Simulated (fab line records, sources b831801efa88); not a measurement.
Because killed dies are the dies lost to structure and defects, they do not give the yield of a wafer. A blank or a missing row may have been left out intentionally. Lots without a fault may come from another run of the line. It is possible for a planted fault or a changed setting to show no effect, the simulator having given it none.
fab line records | flow sfq-line
record: lots: 5 wafers: 23
route steps=325 shown M5@201 A5B@209 R5@212 I5@230 C5@241 M6@256 I6@271
start-h: the number of hours between the record's first day and the start of the first shown wafer of the lot | wait-h: time in hours since the lot's previous step | " the same as in the row above | L1.1+2: one row covering several wafers at once | - no value, or no start was given | * or withheld: withheld | < > ~ a bound
route shown NAME@n: NAME is a module with steps in the file, n the number in the route of the first one | usual: average and standard deviation across the fault-free wafers | same: alike in all rows | chamber/n: place in a boat | sites: per-site readings | _std_site: the values' standard deviation | _edge_site: inner sites' mean taken away from outer sites' mean | radius-mm: for every site, how far away it sits from the centre of the wafer | mask NAME#n: copy n | behind: the last tool/chamber to shape the wafer | hold: reason for holding the lot/hours on hold/outcome of the hold | device: the n, p or np transistor that did not switch | end of line: the route-end tests of the same wafers | a step given without rows: its recipe and nothing more | killed: dies lost to structure and defects at the first sort, not the wafer's yield | map: dies across one wafer; x = killed, . = not, _ = none there
set.NAME: setting as actually run; set.NAME@STEP: the setting as run at that earlier step | model.NAME: the simulator's own value behind a step, which no gauge read
lots run with intentionally changed settings; tables by step, rows by wafer
== steps ==
step: SFQ_TRILAYER_M5_LITHO_EXPOSE_124
recipe: mask-id: M5 na: 0.6 source-shape: conventional sigma-outer: 0.65 target-cd-nm: 700 dose-mj: 14.4
columns lot.wafer tool chamber start-h wait-h mask set.dose-mj
L074.1+5 krf-scanner-01 0 1350.10 - M5#0 14.4
L074.2+3+4 " 0 " " M5#0 14.95
L075.1+2+4 krf-scanner-01 0 1352.50 - M5#0 14.4
L079.1+4+5 krf-scanner-01 0 1431.86 - M5#0 14.4
L079.3+6 " 0 " " M5#0 14.77
L081.2+5+6 krf-scanner-02 0 1451.17 - M5#0 13.37
L081.3+4 " 0 " " M5#0 14.4
L084.1+4 krf-scanner-02 0 1479.77 - M5#0 13.34
L084.2+3+5 " 0 " " M5#0 14.4
step: SFQ_TRILAYER_M5_LITHO_PEB_126
recipe: peb-temp-c: 115 peb-time-s: 60 resist: KrF
step: SFQ_TRILAYER_M5_LITHO_DEVELOP_125
recipe: time-s: 60 resist: KrF
step: SFQ_TRILAYER_M5_BARC_OPEN_METAL_ETCH_161
recipe: mask-material: PR chemistry: O2 target-depth-nm: 125 target: BARC icp-w: 600 bias-w: 80 pressure-mtorr: 10 time-s: 41.7
columns lot.wafer tool chamber start-h wait-h set.dose-mj@TRILAYER_M5_LITHO_EXPOSE_124 model.M5.cd-nm
L074.1 rie-metal-04 0 1351.63 0.0 14.4 701.2
L074.2 " 1 " " 14.95 695.7
L074.3 " 1 " " 14.95 695.3
L074.4 " 0 " " 14.95 695.6
L074.5 " 0 " " 14.4 701
L075.1 rie-metal-03 1 1354.03 0.0 14.4 698.1
L075.2 " 0 " " 14.4 699.4
L075.4 " 0 " " 14.4 699.8
L079.1 rie-metal-01 0 1433.39 0.0 14.4 698.1
L079.3 " 0 " " 14.77 694.4
L079.4 " 1 " " 14.4 697.4
L079.5 " 0 " " 14.4 697.6
L079.6 " 1 " " 14.77 693.6
L081.2 rie-metal-01 0 1452.50 0.0 13.37 710.1
L081.3 " 0 " " 14.4 696.9
L081.4 " 1 " " 14.4 700.4
L081.5 " 1 " " 13.37 712.8
L081.6 " 0 " " 13.37 712.6
L084.1 rie-metal-03 0 1481.30 0.0 13.34 710.5
L084.2 " 1 " " 14.4 699.6
L084.3 " 0 " " 14.4 698.2
L084.4 " 1 " " 13.34 713.1
L084.5 " 0 " " 14.4 698.3
step: SFQ_TRILAYER_M5_ETCH_METAL_ETCH_126
recipe: target: Nb stop-on: SiO2 mask-material: PR over-etch-frac: 0.15 time-s: 203.2 chemistry: Cl2/BCl3 target-depth-nm: 265 icp-w: 600 bias-w: 80 pressure-mtorr: 10
columns lot.wafer tool chamber start-h wait-h set.dose-mj@TRILAYER_M5_LITHO_EXPOSE_124 model.M5.cd-nm
L074.1+5 rie-metal-04 0 1351.69 0.0 14.4 698.6
L074.2 " 1 " " 14.95 695.4
L074.3 " 1 " " 14.95 694.2
L074.4 " 0 " " 14.95 693.3
L075.1 rie-metal-03 1 1354.09 0.0 14.4 701.9
L075.2 " 0 " " 14.4 697.2
L075.4 " 0 " " 14.4 698.4
L079.1 rie-metal-01 0 1433.45 0.0 14.4 700.1
L079.3 " 0 " " 14.77 697.4
L079.4 " 1 " " 14.4 698.3
L079.5 " 0 " " 14.4 700.6
L079.6 " 1 " " 14.77 693.7
L081.2 rie-metal-01 0 1452.56 0.0 13.37 712.9
L081.3 " 0 " " 14.4 701.5
L081.4 " 1 " " 14.4 701.3
L081.5 " 1 " " 13.37 712.5
L081.6 " 0 " " 13.37 716.7
L084.1 rie-metal-03 0 1481.36 0.0 13.34 710.2
L084.2 " 1 " " 14.4 703.1
L084.3 " 0 " " 14.4 697.9
L084.4 " 1 " " 13.34 715.6
L084.5 " 0 " " 14.4 698
step: SFQ_TRILAYER_A5B_DEP_PECVD_129
recipe: material: SiO2 temp-c: 150 time-s: 133.33 pressure-torr: 2.4 rf-w: 183.3 precursor: SiH4/N2O target-thk-nm: 600
columns lot.wafer tool chamber start-h wait-h set.time-s model.SiO2_of_TRILAYER_A5B_DEP_PECVD_129.thk-nm
L074.1 pecvd-01 0 1352.66 0.0 118.5 547.2
L074.2 " 1 " " 118.5 525.8
L074.3 " 2 " " 133.33 592.8
L074.4 " 1 " " 133.33 609.1
L074.5 " 2 " " 118.5 539.4
L075.1 pecvd-03 1 1355.06 0.0 133.33 592.1
L075.2 " 0 " " 133.33 609.4
L075.4 " 0 " " 133.33 619.6
L079.1 pecvd-04 2 1434.42 0.0 133.33 604.9
L079.3 " 0 " " 133.33 609.6
L079.4 " 2 " " 147.1 662.8
L079.5 " 1 " " 133.33 599.3
L079.6 " 0 " " 147.1 670.7
L081.2 pecvd-01 1 1453.53 0.0 133.33 598.3
L081.3 " 0 " " 133.33 610.9
L081.4 " 0 " " 133.33 615.8
L081.5 " 1 " " 133.33 608.1
L081.6 " 2 " " 133.33 619.1
L084.1 pecvd-01 2 1482.33 0.0 146.9 668.1
L084.2 " 1 " " 133.33 597.6
L084.3 " 0 " " 146.9 681.2
L084.4 " 0 " " 146.9 678.9
L084.5 " 2 " " 133.33 611.6
step: SFQ_TRILAYER_R5_DEP_SPUTTER_132
recipe: material: Ti base-pressure-pa: 1.33e-06 target-thk-nm: 5 power-w: 2000 time-s: 5 chamber-pressure-pa: 0.4
columns lot.wafer tool chamber start-h wait-h set.time-s model.Ti_of_TRILAYER_R5_DEP_SPUTTER_132.thk-nm
L074.1 pvd-sputter-03 - 1365.08 1.0 5 5.143
L074.2 " - " " 4.49 4.66
L074.3 " - " " 5 5.273
L074.4 " - " " 4.49 4.749
L074.5 " - " " 5 5.096
L075.1 pvd-sputter-05 - 1368.08 1.0 5 5.091
L075.2 " - " " 5 5.205
L075.4 " - " " 5 5.074
L079.1 pvd-sputter-05 - 1445.74 1.0 5 4.853
L079.3 " - " " 5 4.934
L079.4 " - " " 5 4.965
L079.5 " - " " 5.315 5.266
L079.6 " - " " 5.315 5.186
L081.2 pvd-sputter-03 - 1461.60 0.8 5 4.863
L081.3 " - " " 5 4.973
L081.4 " - " " 5 4.992
L081.5 " - " " 5 5.024
L081.6 " - " " 5 4.734
L084.1 pvd-sputter-04 - 1486.62 1.0 5 4.972
L084.2 " - " " 4.742 4.657
L084.3 " - " " 4.742 4.433
L084.4 " - " " 5 4.861
L084.5 " - " " 5 4.891
step: SFQ_TRILAYER_R5_LITHO_PEB_139
recipe: peb-temp-c: 115 peb-time-s: 60 resist: KrF
columns lot.wafer tool chamber start-h wait-h set.peb-time-s
L074.1+4+5 litho-track-01 0 1484.57 1.0 66.06
L074.2+3 " 0 " " 60
L075.1+2+4 litho-track-03 0 1486.97 1.0 60
L079.1+3+4+5+6 litho-track-02 0 1556.90 1.0 60
L081.2+4 litho-track-02 0 1572.52 0.8 60
L081.3+5+6 " 0 " " 51.69
L084.1+2+3+4+5 litho-track-01 0 1595.30 1.0 60
step: SFQ_TRILAYER_R5_LITHO_DEVELOP_138
recipe: time-s: 60 resist: KrF
step: SFQ_TRILAYER_R5_BARC_OPEN_METAL_ETCH_177
recipe: mask-material: PR chemistry: O2 target-depth-nm: 125 target: BARC icp-w: 600 bias-w: 80 pressure-mtorr: 10 time-s: 41.7
columns lot.wafer tool chamber start-h wait-h set.peb-time-s@TRILAYER_R5_LITHO_PEB_139 model.R5.cd-nm
L074.1 rie-metal-02 1 1484.90 0.0 66.06 487.3
L074.2 " 0 " " 60 500.8
L074.3 " 0 " " 60 500.7
L074.4 " 1 " " 66.06 487.8
L074.5 " 0 " " 66.06 487.5
L075.1 rie-metal-02 1 1487.30 0.0 60 501.9
L075.2 " 0 " " 60 502.7
L075.4 " 0 " " 60 502
L079.1 rie-metal-01 1 1557.23 0.0 60 501.8
L079.3 " 0 " " 60 501.1
L079.4 " 1 " " 60 502.5
L079.5 " 0 " " 60 500.7
L079.6 " 1 " " 60 501.6
L081.2 rie-metal-01 0 1572.83 0.0 60 498.7
L081.3 " 1 " " 51.69 521.5
L081.4 " 0 " " 60 499.8
L081.5 " 0 " " 51.69 520.9
L081.6 " 1 " " 51.69 520.4
L084.1 rie-metal-02 0 1595.63 0.0 60 497.7
L084.2 " 1 " " 60 503.2
L084.3 " 1 " " 60 501.5
L084.4 " 0 " " 60 498.1
L084.5 " 0 " " 60 500.1
step: SFQ_TRILAYER_I5_LITHO_COAT_144
recipe: resist: KrF spin-rpm: 3000 resist-thk-nm: 650
columns lot.wafer tool chamber start-h wait-h set.spin-rpm model.KrF_of_TRILAYER_I5_LITHO_COAT_144.thk-nm
L074.1 litho-track-03 0 1486.12 0.2 3220 625
L074.2 " 0 " " 3000 648
L074.3 " 0 " " 3000 648.9
L074.4 " 0 " " 3220 628.2
L074.5 " 0 " " 3000 649
L075.1 litho-track-01 0 1488.52 0.2 3000 646.7
L075.2 " 0 " " 3000 648.9
L075.4 " 0 " " 3000 649.9
L079.1 litho-track-04 0 1558.45 0.2 2780 674.3
L079.3 " 0 " " 3000 650.2
L079.4 " 0 " " 2780 675.9
L079.5 " 0 " " 3000 648.9
L079.6 " 0 " " 3000 649.9
L081.2 litho-track-01 0 1574.10 0.2 2844 669.1
L081.3+5 " 0 " " 3000 649.3
L081.4 " 0 " " 2844 667.6
L081.6 " 0 " " 2844 666.8
L084.1 litho-track-04 0 1596.85 0.2 3102 637.2
L084.2 " 0 " " 3102 635.9
L084.3 " 0 " " 3000 650.4
L084.4 " 0 " " 3000 648.5
L084.5 " 0 " " 3000 650.6
step: SFQ_TRILAYER_C5_LITHO_COAT_151
recipe: resist: KrF spin-rpm: 3000 resist-thk-nm: 650
columns lot.wafer tool chamber start-h wait-h set.spin-rpm model.KrF_of_TRILAYER_C5_LITHO_COAT_151.thk-nm
L074.1 litho-track-01 0 1491.19 0.2 3000 649.2
L074.2 " 0 " " 3000 650
L074.3 " 0 " " 3000 647.7
L074.4 " 0 " " 2819 669.2
L074.5 " 0 " " 2819 670.6
L075.1 litho-track-02 0 1492.39 0.2 3000 647.6
L075.2 " 0 " " 3000 648.5
L075.4 " 0 " " 3000 650.3
L079.1 litho-track-04 0 1561.83 0.2 3000 652.2
L079.3 " 0 " " 3147 632.5
L079.4 " 0 " " 3147 634.1
L079.5 " 0 " " 3000 649
L079.6 " 0 " " 3147 633.9
L081.2 litho-track-04 0 1577.35 0.2 3000 647.5
L081.3 " 0 " " 3000 649.5
L081.4 " 0 " " 3000 648.6
L081.5 " 0 " " 3000 649.2
L081.6 " 0 " " 3000 648.7
L084.1 litho-track-01 0 1712.11 0.2 3000 651.3
L084.2 " 0 " " 3000 652.6
L084.3 " 0 " " 3000 652.3
L084.4 " 0 " " 3000 653.2
L084.5 " 0 " " 3000 651.8
step: SFQ_TRILAYER_C5_LITHO_SOFTBAKE_155
recipe: temp-c: withheld time-s: withheld resist: KrF
step: SFQ_TRILAYER_C5_LITHO_EXPOSE_152
recipe: mask-id: C5 na: 0.6 source-shape: conventional sigma-outer: 0.65 target-cd-nm: 500 dose-mj: 21.3
step: SFQ_TRILAYER_C5_LITHO_DEVELOP_153
recipe: time-s: 60 resist: KrF
step: SFQ_TRILAYER_C5_BARC_OPEN_VIA_ETCH_210
recipe: mask-material: PR chemistry: O2 target-depth-nm: 125 target: BARC source-w: 500 bias-w: 80 pressure-mtorr: 30 time-s: 41.7
columns lot.wafer tool chamber start-h wait-h set.spin-rpm@TRILAYER_C5_LITHO_COAT_151 model.KrF_of_TRILAYER_C5_LITHO_COAT_151.thk-nm
L074.1 rie-diel-03 1 1601.37 0.0 3000 575.8
L074.2 " 0 " " 3000 578.3
L074.3 " 3 " " 3000 574.9
L074.4 " 2 " " 2819 595.6
L074.5 " 1 " " 2819 597.4
L075.1 rie-diel-04 0 1603.77 0.0 3000 574.1
L075.2 " 3 " " 3000 574.2
L075.4 " 1 " " 3000 578.7
L079.1 rie-diel-04 1 1689.08 0.0 3000 579.4
L079.3 " 3 " " 3147 559
L079.4 " 2 " " 3147 560.7
L079.5 " 0 " " 3000 574.9
L079.6 " 3 " " 3147 560.4
L081.2 rie-diel-03 0 1702.44 0.0 3000 575.1
L081.3 " 2 " " 3000 576.6
L081.4 " 3 " " 3000 575.7
L081.5 " 3 " " 3000 576.4
L081.6 " 2 " " 3000 576.2
L084.1 rie-diel-03 0 1825.23 0.0 3000 578.1
L084.2 " 2 " " 3000 579.3
L084.3 " 3 " " 3000 578.6
L084.4 " 0 " " 3000 579.9
L084.5 " 2 " " 3000 578.7
step: SFQ_TRILAYER_M6_LITHO_COAT_159
recipe: resist: KrF spin-rpm: 3000 resist-thk-nm: 600
columns lot.wafer tool chamber start-h wait-h set.resist-thk-nm model.KrF_of_TRILAYER_M6_LITHO_COAT_159.thk-nm
L074.1 litho-track-02 0 1602.83 0.2 590.5 592.5
L074.2 " 0 " " 600 600.6
L074.3 " 0 " " 590.5 592
L074.4 " 0 " " 600 602.2
L074.5 " 0 " " 590.5 591.4
L075.1 litho-track-02 0 1605.83 0.2 600 597.9
L075.2 " 0 " " 600 600
L075.4 " 0 " " 600 599.6
L079.1 litho-track-04 0 1690.55 0.2 600 601
L079.3 " 0 " " 624.8 623.6
L079.4 " 0 " " 624.8 624.7
L079.5 " 0 " " 600 599.5
L079.6 " 0 " " 600 597.8
L081.2 litho-track-02 0 1703.96 0.2 600 599.2
L081.3 " 0 " " 600 599.5
L081.4 " 0 " " 600 599.3
L081.5 " 0 " " 600 598.8
L081.6 " 0 " " 600 599.6
L084.1 litho-track-04 0 1826.69 0.2 614.8 614.6
L084.2 " 0 " " 614.8 612
L084.3 " 0 " " 600 599.1
L084.4 " 0 " " 614.8 615.9
L084.5 " 0 " " 600 596.5
step: SFQ_TRILAYER_M6_BARC_OPEN_METAL_ETCH_206
recipe: mask-material: PR chemistry: O2 target-depth-nm: 125 target: BARC icp-w: 600 bias-w: 80 pressure-mtorr: 10 time-s: 41.7
columns lot.wafer tool chamber start-h wait-h set.icp-w set.resist-thk-nm@TRILAYER_M6_LITHO_COAT_159 model.KrF_of_TRILAYER_M6_LITHO_COAT_159.thk-nm
L074.1 rie-metal-01 0 1631.17 0.0 600 590.5 516.1
L074.2 " 1 " " 600 600 523.6
L074.3 " 0 " " 553.2 590.5 519.1
L074.4 " 1 " " 553.2 600 529
L074.5 " 0 " " 600 590.5 514.8
L075.1 rie-metal-01 1 1633.57 0.0 600 600 521.7
L075.2 " 0 " " 600 600 523.9
L075.4 " 1 " " 600 600 523.3
L079.1 rie-metal-03 0 1695.54 0.0 574.3 600 525.7
L079.3 " 0 " " 600 624.8 546.5
L079.4 " 1 " " 574.3 624.8 548.2
L079.5 " 1 " " 574.3 600 522.9
L079.6 " 0 " " 600 600 520.6
L081.2 rie-metal-01 0 1775.44 0.0 600 600 523
L081.3+6 " 1 " " 600 600 523.8
L081.4 " 0 " " 530.6 600 528.7
L081.5 " 0 " " 530.6 600 527.9
L084.1 rie-metal-04 1 1929.35 0.0 600 614.8 537.9
L084.2 " 0 " " 632.5 614.8 530.2
L084.3 " 1 " " 600 600 522.1
L084.4 " 0 " " 632.5 614.8 534.4
L084.5 " 1 " " 600 600 519.4
step: SFQ_TRILAYER_M6_ETCH_METAL_ETCH_162
recipe: target: Nb stop-on: SiO2 mask-material: PR chemistry: Cl2/Ar target-depth-nm: 240 icp-w: 600 bias-w: 80 pressure-mtorr: 10 time-s: 120
columns lot.wafer tool chamber start-h wait-h set.resist-thk-nm@TRILAYER_M6_LITHO_COAT_159 model.KrF_of_TRILAYER_M6_LITHO_COAT_159.thk-nm
L074.1 rie-metal-01 0 1631.23 0.0 590.5 379
L074.2 " 1 " " 600 385.9
L074.3 " 0 " " 590.5 383
L074.4 " 1 " " 600 390.2
L074.5 " 0 " " 590.5 376.8
L075.1 rie-metal-01 1 1633.63 0.0 600 382.6
L075.2 " 0 " " 600 384.8
L075.4 " 1 " " 600 384.9
L079.1 rie-metal-03 0 1695.60 0.0 600 384.8
L079.3 " 0 " " 624.8 405.5
L079.4 " 1 " " 624.8 403.4
L079.5 " 1 " " 600 378.1
L079.6 " 0 " " 600 379.1
L081.2 rie-metal-01 0 1775.50 0.0 600 383
L081.3 " 1 " " 600 385.4
L081.4 " 0 " " 600 388
L081.5 " 0 " " 600 387.7
L081.6 " 1 " " 600 384.9
L084.1 rie-metal-04 1 1929.41 0.0 614.8 399.3
L084.2 " 0 " " 614.8 385.3
L084.3 " 1 " " 600 383.6
L084.4 " 0 " " 614.8 388.4
L084.5 " 1 " " 600 379.8
step: SFQ_TRILAYER_I6_VIA_LITHO_COAT_169
recipe: resist: KrF spin-rpm: 3000 resist-thk-nm: 650
columns lot.wafer tool chamber start-h wait-h set.spin-rpm model.KrF_of_TRILAYER_I6_VIA_LITHO_COAT_169.thk-nm
L074.1 litho-track-03 0 1657.58 0.2 3000 651.6
L074.2 " 0 " " 3149 636.5
L074.3 " 0 " " 3149 635.7
L074.4 " 0 " " 3149 635
L074.5 " 0 " " 3000 650
L075.1 litho-track-03 0 1660.58 0.2 3000 650.8
L075.2 " 0 " " 3000 649.8
L075.4 " 0 " " 3000 648.8
L079.1 litho-track-03 0 1711.69 0.2 3000 649.1
L079.3 " 0 " " 3000 647.2
L079.4 " 0 " " 3000 648.7
L079.5 " 0 " " 3000 649.9
L079.6 " 0 " " 3000 651.5
L081.2 litho-track-03 0 1783.42 0.2 3000 649.2
L081.3 " 0 " " 3000 650.5
L081.4 " 0 " " 2795 672.9
L081.5 " 0 " " 2795 672.1
L081.6 " 0 " " 2795 673.4
L084.1 litho-track-01 0 1935.01 0.2 3109 637.5
L084.2 " 0 " " 3000 650.4
L084.3 " 0 " " 3000 649.8
L084.4 " 0 " " 3109 639.4
L084.5 " 0 " " 3109 640.6
step: SFQ_TRILAYER_I6_VIA_BARC_OPEN_VIA_ETCH_235
recipe: mask-material: PR chemistry: O2 target-depth-nm: 125 target: BARC source-w: 500 bias-w: 80 pressure-mtorr: 30 time-s: 41.7
usual: oes-product-au: 0.686/0.0041
columns lot.wafer tool chamber start-h wait-h set.time-s set.spin-rpm@TRILAYER_I6_VIA_LITHO_COAT_169 oes-product-au model.KrF_of_TRILAYER_I6_VIA_LITHO_COAT_169.thk-nm
L074.1 rie-diel-04 2 1762.44 0.0 35.79 3000 0.740 580.8
L074.2 " 1 " " 41.7 3149 0.686 559.2
L074.3 " 3 " " 41.7 3149 0.689 558.1
L074.4 " 0 " " 35.79 3149 0.734 564.7
L074.5 " 3 " " 41.7 3000 0.694 572.6
L075.1 rie-diel-03 2 1769.64 0.0 41.7 3000 0.680 574
L075.2 " 1 " " 41.7 3000 0.684 571.5
L075.4 " 0 " " 41.7 3000 0.686 571.4
L079.1 rie-diel-04 2 1779.04 0.0 38.73 3000 0.708 574.5
L079.3 " 0 " " 38.73 3000 0.711 573.6
L079.4 " 1 " " 38.73 3000 0.706 575.9
L079.5 " 0 " " 41.7 3000 0.684 572.8
L079.6 " 3 " " 41.7 3000 0.682 575.1
L081.2 rie-diel-03 2 1879.23 0.0 37.7 3000 0.717 576.8
L081.3 " 0 " " 41.7 3000 0.694 573.2
L081.4 " 3 " " 37.7 2795 0.720 600.7
L081.5 " 2 " " 37.7 2795 0.717 599.6
L081.6 " 1 " " 41.7 2795 0.682 596.3
L084.1 rie-diel-03 1 1937.00 0.0 41.7 3109 0.689 560.3
L084.2 " 3 " " 36.45 3000 0.726 579.1
L084.3 " 2 " " 41.7 3000 0.687 572.1
L084.4 " 2 " " 36.45 3109 0.727 568.6
L084.5 " 1 " " 36.45 3109 0.731 570.1
step: SFQ_TRILAYER_I6_VIA_ETCH_VIA_ETCH_172
recipe: target: SiO2 stop-on: Nb mask-material: PR taper-deg: 20 chemistry: CHF3 target-depth-nm: 260 source-w: 508.3 bias-w: 80 pressure-mtorr: 30 time-s: withheld
columns lot.wafer tool chamber start-h wait-h set.spin-rpm@TRILAYER_I6_VIA_LITHO_COAT_169 set.time-s@TRILAYER_I6_VIA_BARC_OPEN_VIA_ETCH_235 model.KrF_of_TRILAYER_I6_VIA_LITHO_COAT_169.thk-nm
L074.1 rie-diel-04 2 1762.48 0.0 3000 * 534.6
L074.2 " 1 " " 3149 * 514
L074.3 " 3 " " 3149 * 512.6
L074.4 " 0 " " 3149 * 520
L074.5 " 3 " " 3000 * 527.2
L075.1 rie-diel-03 2 1769.68 0.0 3000 * 529.7
L075.2 " 1 " " 3000 * 525.6
L075.4 " 0 " " 3000 * 526.1
L079.1 rie-diel-04 2 1779.08 0.0 3000 * 528.4
L079.3 " 0 " " 3000 * 528.5
L079.4 " 1 " " 3000 * 531.1
L079.5 " 0 " " 3000 * 527.8
L079.6 " 3 " " 3000 * 530.3
L081.2 rie-diel-03 2 1879.27 0.0 3000 * 531
L081.3 " 0 " " 3000 * 527.7
L081.4 " 3 " " 2795 * 555.2
L081.5 " 2 " " 2795 * 553.9
L081.6 " 1 " " 2795 * 551
L084.1 rie-diel-03 1 1937.03 0.0 3109 * 515.3
L084.2 " 3 " " 3000 * 534
L084.3 " 2 " " 3000 * 527.3
L084.4 " 2 " " 3109 * 523.6
L084.5 " 1 " " 3109 * 525.3
== key ==
split: step: SFQ_TRILAYER_M5_LITHO_EXPOSE_124 setting: dose-mj stated: 14.4 by: wafer
response: step: SFQ_TRILAYER_M5_BARC_OPEN_METAL_ETCH_161 reading: model.M5.cd-nm change: -1.75 per: 1% r: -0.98
response: step: SFQ_TRILAYER_M5_ETCH_METAL_ETCH_126 reading: model.M5.cd-nm change: -1.7 per: 1% r: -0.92
split: step: SFQ_TRILAYER_A5B_DEP_PECVD_129 setting: time-s stated: 133.33 by: wafer
response: step: SFQ_TRILAYER_A5B_DEP_PECVD_129 reading: model.SiO2_of_TRILAYER_A5B_DEP_PECVD_129.thk-nm change: +6.22 per: 1% r: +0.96
split: step: SFQ_TRILAYER_R5_DEP_SPUTTER_132 setting: time-s stated: 5 by: wafer
response: step: SFQ_TRILAYER_R5_DEP_SPUTTER_132 reading: model.Ti_of_TRILAYER_R5_DEP_SPUTTER_132.thk-nm change: +0.0503 per: 1% r: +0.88
split: step: SFQ_TRILAYER_R5_LITHO_PEB_139 setting: peb-time-s stated: 60 by: wafer
response: step: SFQ_TRILAYER_R5_BARC_OPEN_METAL_ETCH_177 reading: model.R5.cd-nm change: -1.47 per: 1% r: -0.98
split: step: SFQ_TRILAYER_I5_LITHO_COAT_144 setting: spin-rpm stated: 3000 by: wafer
response: step: SFQ_TRILAYER_I5_LITHO_COAT_144 reading: model.KrF_of_TRILAYER_I5_LITHO_COAT_144.thk-nm change: -3.35 per: 1% r: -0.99
split: step: SFQ_TRILAYER_C5_LITHO_COAT_151 setting: spin-rpm stated: 3000 by: wafer
response: step: SFQ_TRILAYER_C5_LITHO_COAT_151 reading: model.KrF_of_TRILAYER_C5_LITHO_COAT_151.thk-nm change: -3.48 per: 1% r: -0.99
response: step: SFQ_TRILAYER_C5_BARC_OPEN_VIA_ETCH_210 reading: model.KrF_of_TRILAYER_C5_LITHO_COAT_151.thk-nm change: -3.4 per: 1% r: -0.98
split: step: SFQ_TRILAYER_M6_LITHO_COAT_159 setting: resist-thk-nm stated: 600 by: wafer
response: step: SFQ_TRILAYER_M6_LITHO_COAT_159 reading: model.KrF_of_TRILAYER_M6_LITHO_COAT_159.thk-nm change: +6.14 per: 1% r: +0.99
response: step: SFQ_TRILAYER_M6_BARC_OPEN_METAL_ETCH_206 reading: model.KrF_of_TRILAYER_M6_LITHO_COAT_159.thk-nm change: +5.79 per: 1% r: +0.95
response: step: SFQ_TRILAYER_M6_ETCH_METAL_ETCH_162 reading: model.KrF_of_TRILAYER_M6_LITHO_COAT_159.thk-nm change: +5.25 per: 1% r: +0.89
split: step: SFQ_TRILAYER_M6_BARC_OPEN_METAL_ETCH_206 setting: icp-w stated: 600 by: wafer
response none clear
split: step: SFQ_TRILAYER_I6_VIA_LITHO_COAT_169 setting: spin-rpm stated: 3000 by: wafer
response: step: SFQ_TRILAYER_I6_VIA_LITHO_COAT_169 reading: model.KrF_of_TRILAYER_I6_VIA_LITHO_COAT_169.thk-nm change: -3.22 per: 1% r: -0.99
response: step: SFQ_TRILAYER_I6_VIA_BARC_OPEN_VIA_ETCH_235 reading: model.KrF_of_TRILAYER_I6_VIA_LITHO_COAT_169.thk-nm change: -3.27 per: 1% r: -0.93
response: step: SFQ_TRILAYER_I6_VIA_ETCH_VIA_ETCH_172 reading: model.KrF_of_TRILAYER_I6_VIA_LITHO_COAT_169.thk-nm slope: -3.16 per: 1% together-with: time-s@TRILAYER_I6_VIA_BARC_OPEN_VIA_ETCH_235 explained: 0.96
split: step: SFQ_TRILAYER_I6_VIA_BARC_OPEN_VIA_ETCH_235 setting: time-s stated: 41.7 by: wafer
response: step: SFQ_TRILAYER_I6_VIA_BARC_OPEN_VIA_ETCH_235 reading: oes-product-au change: -0.0033 per: 1% r: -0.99
response: step: SFQ_TRILAYER_I6_VIA_BARC_OPEN_VIA_ETCH_235 reading: model.KrF_of_TRILAYER_I6_VIA_LITHO_COAT_169.thk-nm slope: -0.487 per: 1% together-with: spin-rpm@TRILAYER_I6_VIA_LITHO_COAT_169 explained: 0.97
response: step: SFQ_TRILAYER_I6_VIA_ETCH_VIA_ETCH_172 reading: model.KrF_of_TRILAYER_I6_VIA_LITHO_COAT_169.thk-nm slope: -0.475 per: 1% together-with: spin-rpm@TRILAYER_I6_VIA_LITHO_COAT_169 explained: 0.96
